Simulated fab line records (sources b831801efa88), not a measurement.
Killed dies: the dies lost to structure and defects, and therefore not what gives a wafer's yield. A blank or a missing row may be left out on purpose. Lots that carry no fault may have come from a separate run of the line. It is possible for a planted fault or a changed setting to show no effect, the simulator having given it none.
fab line records	flow gf180mcu
record: lots: 13	wafers: 39	last-day: 34
route steps=602 shown POLY_GATE@170 HV_LDD@184 V1@356
lots untouched by any fault: they come from a run of this same line in which no faults occurred
start-h: hours from the record's first day to the start of the lot's first wafer shown	wait-h: hours since the lot's step before	" unchanged from the row above	L1.1+2: a single row standing in for several wafers	- no value, or no start was given	* or withheld: withheld	< > ~ a bound
route shown NAME@n: a module of which the file shows steps, and the number in the route of the first	usual: the fault-free wafers' mean and standard deviation	same: alike in all rows	chamber/n: place in a boat	sites: per-site readings	_std_site: standard deviation across them	_edge_site: mean of outer sites minus mean of inner sites	radius-mm: for every site, how far away it sits from the centre of the wafer	mask NAME#n: copy n	behind: the last tool/chamber to shape the wafer	hold: why the lot was held/for how many hours/how that ended	device: the transistor (n, p or np) that didn't switch	end of line: the same wafers' tests at the end of the route	for a step that has no rows: nothing shown but its recipe	killed: the dies lost at the first sort to structure and to defects; this is not the yield of the wafer	map: a wafer's dies, x killed, . not, _ none there
set.NAME: the setting that was run; set.NAME@STEP: the one run at that earlier step	model.NAME: the simulator's own value behind a step, which no gauge read
the route's steps for a sample of lots (tables are steps, rows are wafers)
services: a tool's chamber out of use, with start hour (start-h, from the record's first day; less than 0 if before it), hours out, and reason
== steps ==
step: GF_POLY_GATE_ETCH_13
recipe: target: poly-Si	target-depth-nm: 198.5	stop-on: SiO2	over-etch-frac: 0.403	chemistry: HBr/Cl2	icp-w: 400	bias-w: 100	pressure-mtorr: 10	HBr_flow_sccm: 150	Cl2_flow_sccm: 50	time-s: 72.55
usual: drypump-motor-current-A: 5.9/0.43	oes-product-au: 0.984/0.007	throttle-valve-pct: 33.686/0.0099
same: over-etch-frac: 0.403
lot.wafer	tool	chamber	start-h	wait-h	drypump-motor-current-A	oes-product-au	rf-hours-counter-h	throttle-valve-pct
L648.2	rie-si-02	1	199.02	-	6.0	0.975	27	33.685
L648.5	"	3	"	"	6.2	0.977	-	33.678
L648.6	"	0	"	"	5.9	0.976	-	33.691
L649.1	rie-si-02	2	203.26	-	6.2	0.970	69	33.681
L649.2	"	3	"	"	6.2	0.982	16	33.669
L649.6	"	3	"	"	6.2	0.977	-	33.692
L650.2	rie-si-01	0	211.26	-	5.3	0.984	29	33.676
L650.3	"	2	"	"	5.9	0.984	16	33.677
L650.6	"	2	"	"	5.9	0.994	-	33.702
L651.1	rie-si-02	3	214.61	-	6.2	0.983	16	33.676
L651.5	"	0	"	"	5.9	0.984	-	33.679
L651.6	"	3	"	"	6.2	0.976	-	33.699
L652.2	rie-si-01	3	222.61	-	6.4	0.974	100	33.675
L652.4	"	1	"	"	5.0	0.979	108	33.686
L652.6	"	1	"	"	5.0	0.977	-	33.689
L654.4	rie-si-02	1	241.56	-	6.1	0.989	28	33.686
L654.5	"	1	"	"	6.1	0.977	-	33.694
L654.6	"	2	"	"	6.2	0.962	-	33.686
L657.4	rie-si-01	0	260.26	-	5.3	0.990	30	33.696
L657.5	"	2	"	"	5.9	0.990	-	33.689
L657.6	"	3	"	"	6.4	0.989	-	33.689
L659.1	rie-si-01	0	273.16	-	5.2	0.988	30	33.683
L659.2	"	2	"	"	5.9	0.996	16	33.683
L659.4	"	2	"	"	5.9	0.985	-	33.686
L661.1	rie-si-01	3	292.56	-	6.4	0.987	101	33.687
L661.5	"	3	"	"	6.4	1.001	-	33.696
L661.6	"	0	"	"	5.2	0.995	-	33.688
L662.1	rie-si-01	2	295.66	-	5.9	0.988	17	33.669
L662.3	"	1	"	"	5.0	1.002	0	33.685
L662.5	"	1	"	"	5.1	0.996	-	33.687
L663.3	rie-si-02	2	306.26	-	6.2	0.982	70	33.688
L663.4	"	1	"	"	6.1	0.987	28	33.672
L663.5	"	2	"	"	6.2	0.979	-	33.691
L664.3	rie-si-02	0	311.16	-	5.9	0.989	98	33.682
L664.4	"	3	"	"	6.2	0.992	17	33.690
L664.5	"	0	"	"	5.9	0.990	-	33.671
L671.2	rie-si-01	2	364.06	-	5.9	0.982	17	33.693
L671.4	"	0	"	"	5.3	0.985	31	33.703
L671.5	"	0	"	"	5.2	0.990	-	33.702
step: GF_POLY_GATE_STRIP_14
recipe: chemistry: O2/N2	power-w: 1400	pressure-mtorr: 1500	platen-temp-c: 250	o2-flow-sccm: 3000	n2-flow-sccm: 300	overash-fraction: 0.5
usual: drypump-motor-current-A: 5.9/0.32	heater-power-w: 331/20	oes-product-au: 0.503/0.0048
lot.wafer	tool	chamber	start-h	wait-h	drypump-motor-current-A	heater-power-w	oes-product-au	rf-hours-counter-h
L648.2	plasma-asher-01	1	199.07	0.0	6.0	306	0.505	8
L648.5	"	1	"	"	6.0	309	0.501	-
L648.6	"	0	"	"	5.4	359	0.506	-
L649.1	plasma-asher-02	1	203.32	0.0	6.0	318	0.507	47
L649.2	"	0	"	"	5.6	335	0.500	47
L649.6	"	1	"	"	6.0	319	0.507	-
L650.2	plasma-asher-03	1	211.32	0.0	6.4	332	0.513	46
L650.3	"	1	"	"	6.4	319	0.504	-
L650.6	"	1	"	"	6.4	329	0.507	-
L651.1	plasma-asher-03	1	214.67	0.0	6.4	322	0.506	46
L651.5	"	1	"	"	6.4	327	0.495	-
L651.6	"	0	"	"	5.8	335	0.506	-
L652.2	plasma-asher-03	0	222.67	0.0	5.8	341	0.496	47
L652.4	"	0	"	"	5.8	335	0.503	-
L652.6	"	1	"	"	6.4	323	0.507	-
L654.4	plasma-asher-02	0	241.65	0.1	5.6	337	0.508	-
L654.5	"	0	"	"	5.6	340	0.502	-
L654.6	"	1	"	"	6.0	325	0.503	-
L657.4	plasma-asher-02	1	260.35	0.1	6.1	322	0.502	-
L657.5	"	1	"	"	6.1	316	0.508	-
L657.6	"	0	"	"	5.6	337	0.511	-
L659.1	plasma-asher-01	1	273.22	0.0	6.0	302	0.498	15
L659.2	"	0	"	"	5.4	381	0.503	15
L659.4	"	0	"	"	5.4	371	0.501	-
L661.1	plasma-asher-02	1	292.62	0.0	6.0	323	0.476	56
L661.5	"	0	"	"	5.6	332	0.485	-
L661.6	"	1	"	"	6.0	322	0.463	-
L662.1	plasma-asher-02	1	295.72	0.0	6.0	324	0.470	56
L662.3	"	0	"	"	5.6	332	0.477	-
L662.5	"	0	"	"	5.6	328	0.479	-
L663.3	plasma-asher-02	0	306.35	0.1	5.6	348	0.494	-
L663.4	"	1	"	"	6.0	327	0.501	-
L663.5	"	1	"	"	6.0	315	0.500	-
L664.3	plasma-asher-01	0	311.25	0.1	5.4	374	0.502	-
L664.4	"	1	"	"	6.0	295	0.500	-
L664.5	"	1	"	"	6.0	306	0.500	-
L671.2	plasma-asher-01	0	364.12	0.0	5.4	371	0.499	24
L671.4	"	1	"	"	6.0	305	0.502	-
L671.5	"	0	"	"	5.4	372	0.488	-
step: GF_HV_LDD_OVL_MEAS_08
usual: HV_LDD_OVL: -0.4/1.3
lot.wafer	tool	chamber	start-h	wait-h	HV_LDD_OVL[nm]
L648.2	overlay-01	-	218.38	0.1	-0.2
L648.5	"	-	"	"	0.3
L648.6	"	-	"	"	-0.9
L649.1	overlay-01	-	221.93	0.1	2.6
L649.2	"	-	"	"	-2.7
L649.6	"	-	"	"	-0.5
L650.2	overlay-01	-	232.83	0.1	-0.2
L650.3	"	-	"	"	-1.0
L650.6	"	-	"	"	0.5
L651.1	overlay-01	-	235.98	0.1	0.7
L651.5	"	-	"	"	0.4
L651.6	"	-	"	"	0.6
L652.2	overlay-01	-	242.88	0.1	1.9
L652.4	"	-	"	"	4.0
L652.6	"	-	"	"	2.2
L654.4	overlay-02	-	261.84	0.1	1.5
L654.5	"	-	"	"	-1.1
L654.6	"	-	"	"	0.1
L657.4	overlay-01	-	284.90	0.1	0.0
L657.5	"	-	"	"	0.8
L657.6	"	-	"	"	-0.4
L659.1	overlay-02	-	294.38	0.1	-0.4
L659.2	"	-	"	"	0.3
L659.4	"	-	"	"	-0.9
L661.1	overlay-02	-	315.58	0.1	-2.0
L661.5	"	-	"	"	-0.5
L661.6	"	-	"	"	-1.3
L662.1	overlay-01	-	318.38	0.1	0.0
L662.3	"	-	"	"	-0.5
L662.5	"	-	"	"	-0.7
L663.3	overlay-01	-	328.49	0.1	1.4
L663.4	"	-	"	"	-1.7
L663.5	"	-	"	"	0.1
L664.3	overlay-01	-	333.39	0.1	0.0
L664.4	"	-	"	"	1.7
L664.5	"	-	"	"	1.1
L671.2	overlay-01	-	389.13	0.1	0.1
L671.4	"	-	"	"	-0.8
L671.5	"	-	"	"	0.6
step: GF_HV_LDD_CD_MEAS_31
recipe: target-cd-nm: 400
usual: cd-nm: 400.5/2.6
lot.wafer	tool	chamber	start-h	wait-h	cd-nm
L648.2	cd-sem-01	-	254.83	0.1	396.0
L648.5	"	-	"	"	397.6
L648.6	"	-	"	"	395.2
L649.1	cd-sem-02	-	258.51	0.1	400.8
L649.2	"	-	"	"	397.3
L649.6	"	-	"	"	398.3
L650.2	cd-sem-01	-	269.58	0.1	402.1
L650.3	"	-	"	"	403.7
L650.6	"	-	"	"	402.0
L651.1	cd-sem-01	-	272.66	0.1	397.9
L651.5	"	-	"	"	394.9
L651.6	"	-	"	"	396.4
L652.2	cd-sem-01	-	279.68	0.1	401.1
L652.4	"	-	"	"	399.9
L652.6	"	-	"	"	399.7
L654.4	cd-sem-01	-	301.47	0.1	400.3
L654.5	"	-	"	"	397.7
L654.6	"	-	"	"	400.0
L657.4	cd-sem-01	-	326.17	0.1	400.3
L657.5	"	-	"	"	399.3
L657.6	"	-	"	"	399.9
L659.1	cd-sem-01	-	336.31	0.1	399.7
L659.2	"	-	"	"	399.4
L659.4	"	-	"	"	403.7
L661.1	cd-sem-02	-	357.86	0.1	400.6
L661.5	"	-	"	"	400.8
L661.6	"	-	"	"	400.2
L662.1	cd-sem-02	-	361.66	0.1	405.5
L662.3	"	-	"	"	404.3
L662.5	"	-	"	"	403.3
L663.3	cd-sem-02	-	373.14	0.1	397.5
L663.4	"	-	"	"	400.2
L663.5	"	-	"	"	398.5
L664.3	cd-sem-02	-	377.24	0.1	401.8
L664.4	"	-	"	"	403.1
L664.5	"	-	"	"	401.3
L671.2	cd-sem-02	-	437.02	0.1	399.6
L671.4	"	-	"	"	399.0
L671.5	"	-	"	"	399.0
step: GF_V1_SPUTTER_21
recipe: material: Ti	target-thk-nm: 15	chamber-pressure-pa: 5	power-w: 2500	substrate-temp-c: 200	time-s: 80.02
usual: throttle-valve-pct: 29.8/0.78
lot.wafer	tool	chamber	start-h	wait-h	throttle-valve-pct
L648.2	pvd-sputter-02	-	411.70	0.0	29.2
L648.5	"	-	"	"	29.4
L648.6	"	-	"	"	30.2
L649.1	pvd-sputter-02	-	415.52	0.0	29.5
L649.2	"	-	"	"	28.6
L649.6	"	-	"	"	30.0
L650.2	pvd-sputter-03	-	431.20	0.0	29.0
L650.3	"	-	"	"	29.9
L650.6	"	-	"	"	29.8
L651.1	pvd-sputter-03	-	433.82	0.0	29.1
L651.5	"	-	"	"	29.0
L651.6	"	-	"	"	29.8
L652.2	pvd-sputter-04	-	444.35	0.0	30.9
L652.4	"	-	"	"	30.8
L652.6	"	-	"	"	30.9
L654.4	pvd-sputter-02	-	470.42	0.0	30.4
L654.5	"	-	"	"	28.4
L654.6	"	-	"	"	30.3
L657.4	pvd-sputter-02	-	497.71	0.0	29.4
L657.5	"	-	"	"	30.6
L657.6	"	-	"	"	28.1
L659.1	pvd-sputter-04	-	508.44	0.0	29.7
L659.2	"	-	"	"	30.8
L659.4	"	-	"	"	30.8
L661.1	pvd-sputter-03	-	531.85	0.0	30.3
L661.5	"	-	"	"	30.2
L661.6	"	-	"	"	28.9
L662.1	pvd-sputter-03	-	536.43	0.0	30.3
L662.3	"	-	"	"	29.5
L662.5	"	-	"	"	29.1
L663.3	pvd-sputter-04	-	548.90	0.0	29.7
L663.4	"	-	"	"	28.5
L663.5	"	-	"	"	30.9
L664.3	pvd-sputter-04	-	550.80	0.0	28.4
L664.4	"	-	"	"	30.8
L664.5	"	-	"	"	30.9
L671.2	pvd-sputter-03	-	607.53	0.0	29.1
L671.4	"	-	"	"	29.8
L671.5	"	-	"	"	29.7
== services ==
tool	chamber	start-h	hours	kind
pvd-sputter-02	-	179.99	1.5	repair
rie-si-01	1	195.11	5.4	repair
rie-si-02	1	235.04	1.4	repair
rie-si-01	2	238.30	2.1	repair
pvd-sputter-03	-	320.68	7.8	repair
pvd-sputter-03	-	345.44	9.5	repair
plasma-asher-02	-	353.05	1.7	repair
rie-si-01	0	381.37	5.2	repair
pvd-sputter-03	-	390.89	0.5	repair
pvd-sputter-03	-	407.76	7.0	repair
rie-si-01	0	409.32	2.0	repair
pvd-sputter-03	-	410.56	20.0	repair
pvd-sputter-03	-	436.86	3.2	repair
pvd-sputter-03	-	490.12	4.1	repair
plasma-asher-02	-	510.48	2.0	repair
rie-si-02	-	527.04	2.8	pm
pvd-sputter-03	-	535.26	0.9	repair
plasma-asher-02	-	536.09	0.3	repair
rie-si-01	-	536.67	0.1	repair
rie-si-01	-	543.04	0.2	repair
rie-si-02	0	550.08	6.8	repair
rie-si-02	-	552.55	0.3	repair
plasma-asher-02	-	563.33	1.8	repair
rie-si-01	1	594.84	26.4	repair
== key ==
first-sign: step: GF_POLY_GATE_ETCH_13	reading: oes-product-au	direction: up	sigmas: 1.6	usual: 0.984	struck: 0.995	wafers-moved: 2
effect: step: GF_POLY_GATE_STRIP_14	reading: oes-product-au	direction: down	sigmas: 6	usual: 0.503	struck: 0.475
met-at GF_POLY_GATE_ETCH_13
struck-lots L661,L662
tester-left-out L661,L662
not-acting-at GF_HV_LDD_OVL_MEAS_08,GF_HV_LDD_CD_MEAS_31,GF_V1_SPUTTER_21
onset-between 273.16 292.56
fault: kind: process-parameter-drift	tool: rie-si-01	chamber: -	onset-h: 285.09	steps: GF_POLY_GATE_ETCH_13	channel: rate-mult	offset: 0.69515	shape: step	end-h: 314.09
tester-left-out: of these lots the tester's yield and bins aren't shown, on N5 and GAA mostly nor the transistor test; their killed dies are dies lost to structure and defects alone, not to doping, threshold or leakage, so they don't give the yield
